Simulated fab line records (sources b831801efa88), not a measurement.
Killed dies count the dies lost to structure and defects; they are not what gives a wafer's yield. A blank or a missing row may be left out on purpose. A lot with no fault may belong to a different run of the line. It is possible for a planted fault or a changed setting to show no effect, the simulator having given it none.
One fault seen from 2 desks :: flow sky130 :: what lay behind the numbers comes last; until then each desk has only its own

DESK OF THE TOOL OWNER: furnace-01
The tool's own readings at SKY_GATE_OXIDE_OXIDATION_01 (stabilise 600 s, purge 300 s, target thk 10.268 nm): means of the sampled wafers that have a number, for each lot that ran on this tool. A lot is out of limits, marked OUT, if its mean lies more than 4 standard deviations from the usual mean; the brackets give that distance. Of its 9 readings 7 are shown: the one that was out of limits first, and those that lie furthest out on some lot.
Columns: A = spike_tc_bottom_C at SKY_GATE_OXIDE_OXIDATION_01, usual 916.2 C; B = spike_tc_centre_C at SKY_GATE_OXIDE_OXIDATION_01, usual 900.2 C; C = spike_tc_lower_C at SKY_GATE_OXIDE_OXIDATION_01, usual 900.7 C; D = spike_tc_top_C at SKY_GATE_OXIDE_OXIDATION_01, usual 909.0 C; E = spike_tc_upper_C at SKY_GATE_OXIDE_OXIDATION_01, usual 898.8 C; F = tube_center_temp_C at SKY_GATE_OXIDE_OXIDATION_01, usual 900.01 C; G = tube_center_temp_C_max at SKY_GATE_OXIDE_OXIDATION_01, usual 902.3
lot: L647
first seen here: day 12 09:18
A: 914.7
B: 900.7
C: 901.3
D: 909.5
E: 899.3
F: 900.04
G: 902.4

lot: L648
first seen here: day 12 20:50
A: 914.6
B: 900.7
C: 900.4
D: 910.4
E: 899.9
F: 899.98
G: 902.3

lot: L649
first seen here: day 13 05:32
A: 912.6
B: 900.9
C: 901.7
D: 910.4
E: 899.0
F: 900.05
G: 902.5

lot: L652
first seen here: day 13 21:05
A: 915.1
B: 900.8
C: 901.9
D: 911.6
E: 898.8
F: 900.11
G: 902.7

lot: L653
first seen here: day 14 13:50
A: 914.5
B: 900.8
C: 900.4
D: 910.1
E: 899.6
F: 899.96
G: 902.0

lot: L654
first seen here: day 15 00:05
A: 914.7
B: 900.8
C: 900.7
D: 911.9
E: 898.9
F: 900.04
G: 902.3

lot: L662
first seen here: day 17 12:46
A: 889.4 (-9.9) OUT
B: 875.1 (-25) OUT
C: 876.3 (-22) OUT
D: 886.8 (-8.9) OUT
E: 873.6 (-23) OUT
F: 875.08 (-99 or more) OUT
G: 877.5 (-67) OUT

lot: L666
first seen here: day 18 21:09
A: 889.9 (-9.7) OUT
B: 876.1 (-24) OUT
C: 876.7 (-22) OUT
D: 886.5 (-9.0) OUT
E: 874.1 (-22) OUT
F: 875.13 (-99 or more) OUT
G: 877.6 (-67) OUT
Finding of this desk: L662, L666 out of limits; the first was L662 at day 17 12:46, on spike_tc_bottom_C at SKY_GATE_OXIDE_OXIDATION_01. L647, L648, L649, L652, L653, L654 stayed within limits.

AT THE METROLOGY DESK
What the gauges read for every lot (on any tool): the sampled wafers with a number, averaged. A lot is out of limits, marked OUT, if its mean lies more than 4 standard deviations from the usual mean; the brackets give that distance.
Columns: A = VT_ADJUST_LVTN_2_TW at SKY_VT_ADJUST_LVTN_TW_MEAS_21, usual 188.4; B = GATE_OXIDE_OXIDATION_00_THK at SKY_GATE_OXIDE_THK_MEAS_02, usual 10.30 nm; C = POLY_GATE_TW at SKY_RES_PROTECT_TW_MEAS_08, usual 4036
lot: L647
first seen here: day 7 16:58
A: 191.0
B: 10.04
C: 4076

lot: L648
first seen here: day 8 01:22
A: 189.4
B: 10.38
C: 4019

lot: L649
first seen here: day 8 10:02
A: 189.0
B: 10.37
C: 3979

lot: L651
first seen here: day 8 18:59
A: 185.2
B: 10.39
C: 4134

lot: L652
first seen here: day 8 22:23
A: 185.1
B: 10.52
C: 4026

lot: L653
first seen here: day 9 06:17
A: 188.3
B: 10.42
C: 4026

lot: L654
first seen here: day 9 12:43
A: 187.1
B: 10.22
C: 4124

lot: L657
first seen here: day 10 10:22
A: 185.5
B: 10.21
C: 4056

lot: L658
first seen here: day 10 18:58
A: 191.4
B: 10.31
C: 3987

lot: L662
first seen here: day 11 18:32
A: 190.0
B: 7.85 (-14) OUT
C: 3953

lot: L666
first seen here: day 12 22:14
A: 190.5
B: 7.64 (-16) OUT
C: 4097
Finding of this desk: L662, L666 out of limits, first seen on L662 at day 17 14:11 (GATE_OXIDE_OXIDATION_00_THK at SKY_GATE_OXIDE_THK_MEAS_02). L647, L648, L649, L651, L652, L653, L654, L657, L658 stayed within limits.

TAKEN TOGETHER
The tool owner's desk had the chance to raise an alarm at day 17 12:46 on L662, L666.
On L662, L666, the metrology desk was in a position to raise an alarm at day 17 14:11.
All the named lots went through SKY_GATE_OXIDE_OXIDATION_01 on furnace-01.

WHAT THE SIMULATOR PUT IN
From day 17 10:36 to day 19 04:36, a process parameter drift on furnace-01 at SKY_GATE_OXIDE_OXIDATION_01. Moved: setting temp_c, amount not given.
Shown lots that were struck: L662, L666.
Hours from the fault's start to each desk's first reading out of limits: the tool owner's desk, 2; the metrology desk, 4.
